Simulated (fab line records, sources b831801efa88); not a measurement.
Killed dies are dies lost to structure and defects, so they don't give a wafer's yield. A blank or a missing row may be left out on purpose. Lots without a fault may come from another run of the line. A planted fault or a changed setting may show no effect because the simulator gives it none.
Which tool did it? | flow sky130 | 13 lots, 39 wafers sampled, at 4 steps of a route of 708

WHAT THE GAUGES READ, wafer by wafer
SKY_SONOS_ONO_THK_MEAS_03. Usual: SONOS_ONO_CVD_02_THK 10.55 nm, standard deviation 0.13.
lot  | measured     | on            | SONOS_ONO_CVD_02_THK (nm) | flag
L415 | day 11 12:34 | film_metro-02 | 10.57 10.60 10.64         |
L417 | day 12 04:56 | film_metro-02 | 10.62 10.51 10.62         |
L418 | day 12 13:58 | film_metro-02 | 10.55 10.69 10.58         |
L419 | day 12 23:43 | film_metro-03 | 10.55 10.47 10.43         |
L420 | day 13 06:04 | film_metro-01 | 10.61 10.64 10.67         |
L421 | day 13 11:19 | film_metro-02 | 10.66 10.69 10.75         |
L423 | day 13 22:43 | film_metro-02 | 10.70 10.61 10.67         |
L426 | day 15 05:46 | film_metro-03 | 10.45 10.49 10.36         |
L427 | day 15 16:00 | film_metro-02 | 10.69 10.61 10.58         |
L435 | day 18 12:47 | film_metro-01 | 10.65 10.46 10.43         |
L436 | day 18 12:47 | film_metro-02 | 10.52 10.42 10.46         |
L437 | day 18 22:22 | film_metro-02 | 10.34 10.38 10.35         |
L438 | day 19 02:59 | film_metro-03 | 10.58 10.60 10.69         |

SKY_POLY_GATE_CD_MEAS_13: target cd 150 nm. Usual: cd_nm 149.7 nm, standard deviation 1.1.
lot  | measured     | on        | cd_nm (nm)        | flag
L415 | day 16 04:51 | cd_sem-02 | 149.5 150.0 149.1 |
L417 | day 17 00:02 | cd_sem-02 | 151.2 149.9 149.8 |
L418 | day 17 10:10 | cd_sem-01 | 148.5 148.8 147.8 |
L419 | day 17 21:24 | cd_sem-01 | 149.6 151.2 148.8 |
L420 | day 18 05:35 | cd_sem-02 | 151.7 151.0 152.2 |
L421 | day 18 10:52 | cd_sem-02 | 152.0 150.8 150.9 |
L423 | day 19 06:43 | cd_sem-02 | 148.6 148.6 149.4 |
L426 | day 20 14:54 | cd_sem-01 | 148.9 149.0 149.4 |
L427 | day 21 00:50 | cd_sem-02 | 152.0 150.2 150.5 |
L435 | day 23 22:38 | cd_sem-02 | 149.2 148.7 148.5 |
L436 | day 25 05:00 | cd_sem-01 | 149.9 148.6 149.4 |
L437 | day 25 05:21 | cd_sem-01 | 149.5 149.2 150.3 |
L438 | day 25 05:26 | cd_sem-02 | 148.8 150.4 149.4 |

WHICH TOOL RAN EACH LOT (tool, then ch and the chambers of the sampled wafers, then the start)
lot  | SKY_VT_ADJUST_HVTR_STRIP_10          | SKY_GATE_OXIDE_WET_ETCH_12
L415 | plasma_asher-04 ch 0,1, day 9 10:15  | wet_bench-02 ch 3, day 13 16:53
L417 | plasma_asher-01 ch 0,1, day 10 00:02 | wet_bench-03 ch 1, day 14 11:19
L418 | plasma_asher-03 ch 0,1, day 10 09:12 | wet_bench-02 ch 2, day 14 20:07
L419 | plasma_asher-01 ch 0,1, day 10 19:41 | wet_bench-01 ch 0, day 15 07:04
L420 | plasma_asher-04 ch 0,1, day 11 00:52 | wet_bench-02 ch 3, day 15 14:01
L421 | plasma_asher-01 ch 0,1, day 11 04:46 | wet_bench-02 ch 3, day 15 18:52
L423 | plasma_asher-04 ch 0,1, day 11 18:43 | wet_bench-02 ch 3, day 16 09:37
L426 | plasma_asher-04 ch 0,1, day 12 21:41 | wet_bench-03 ch 1, day 17 20:13
L427 | plasma_asher-01 ch 0,1, day 13 06:44 | wet_bench-03 ch 2, day 18 05:52
L435 | plasma_asher-03 ch 0,1, day 15 17:44 | wet_bench-02 ch 2, day 21 05:52
L436 | plasma_asher-03 ch 0,1, day 15 22:11 | wet_bench-03 ch 1, day 21 06:38
L437 | plasma_asher-04 ch 1, day 16 07:38   | wet_bench-03 ch 1, day 21 19:28
L438 | plasma_asher-03 ch 0,1, day 16 11:29 | wet_bench-01 ch 1, day 21 20:22
- SKY_VT_ADJUST_HVTR_STRIP_10: strips in O2/N2.
- SKY_GATE_OXIDE_WET_ETCH_12: etches SiO2 in dHF, target depth 16.8 nm, time 336 s.

WHAT THE TOOLS THEMSELVES READ (means of the sampled wafers that have a number; where no wafer has one, the mark that the record gives instead)
SKY_VT_ADJUST_HVTR_STRIP_10. Usual: drypump_motor_current_A 6.0 A, standard deviation 0.34; oes_product_au 0.715 a.u., standard deviation 0.0046; strip_time_to_endpoint_s 14.21 s, standard deviation 0.045.
lot  | tool            | drypump_motor_current_A (A) | oes_product_au (a.u.) | strip_time_to_endpoint_s (s) | flag
L415 | plasma_asher-04 | 6.2                         | 0.712                 | 14.22                        |
L417 | plasma_asher-01 | 5.6                         | 0.716                 | 14.23                        |
L418 | plasma_asher-03 | 6.3                         | 0.717                 | 14.24                        |
L419 | plasma_asher-01 | 5.7                         | 0.712                 | 14.22                        |
L420 | plasma_asher-04 | 6.2                         | 0.716                 | 14.16                        |
L421 | plasma_asher-01 | 5.6                         | 0.715                 | 14.15                        |
L423 | plasma_asher-04 | 6.2                         | 0.712                 | 14.23                        |
L426 | plasma_asher-04 | 6.2                         | 0.719                 | 14.23                        |
L427 | plasma_asher-01 | 5.7                         | 0.713                 | 14.24                        |
L435 | plasma_asher-03 | 6.1                         | 0.718                 | 14.16                        |
L436 | plasma_asher-03 | 6.1                         | 0.719                 | 14.20                        |
L437 | plasma_asher-04 | 6.2                         | 0.720                 | 14.18                        |
L438 | plasma_asher-03 | 6.3                         | 0.718                 | 14.12                        |

SKY_GATE_OXIDE_WET_ETCH_12. Usual: run_length_s 364 s, standard deviation 3.7; temp_c 25.00 C, standard deviation 0.096.
lot  | tool         | run_length_s (s) | temp_c (C) | flag
L415 | wet_bench-02 | 370              | 25.03      |
L417 | wet_bench-03 | 361              | 25.01      |
L418 | wet_bench-02 | 359              | 25.15      |
L419 | wet_bench-01 | 368              | 24.94      |
L420 | wet_bench-02 | 362              | 24.85      |
L421 | wet_bench-02 | 363              | 25.06      |
L423 | wet_bench-02 | 363              | 24.98      |
L426 | wet_bench-03 | 341              | 24.92      | OFF
L427 | wet_bench-03 | 343              | 25.13      | OFF
L435 | wet_bench-02 | 367              | 24.94      |
L436 | wet_bench-03 | 361              | 25.13      |
L437 | wet_bench-03 | 360              | 24.92      |
L438 | wet_bench-01 | 361              | 25.09      |

THE ANSWER, worked out from the rows above alone
Rule: a lot is off if the mean of its wafers that have a number lies more than 3 standard deviations from the usual mean. A lot without any number at a reading at which 4 lots or more have one is off too. The other lots that the step has rows for count as sound. The gauges are gone through in route order, then the tools' own readings, and for those a lot's mean is taken as printed above. The first step at which some lot is off is used, and at that step the reading that is off furthest; a lot without a number counts as furthest.
Off: L426, L427, at SKY_GATE_OXIDE_WET_ETCH_12 (run_length_s).
A tool fits if, at that step or a process step before it, it ran every lot that is off, and no sound lot after the first of them. None of those tried fits.

WHAT THE SIMULATOR HAD PUT IN
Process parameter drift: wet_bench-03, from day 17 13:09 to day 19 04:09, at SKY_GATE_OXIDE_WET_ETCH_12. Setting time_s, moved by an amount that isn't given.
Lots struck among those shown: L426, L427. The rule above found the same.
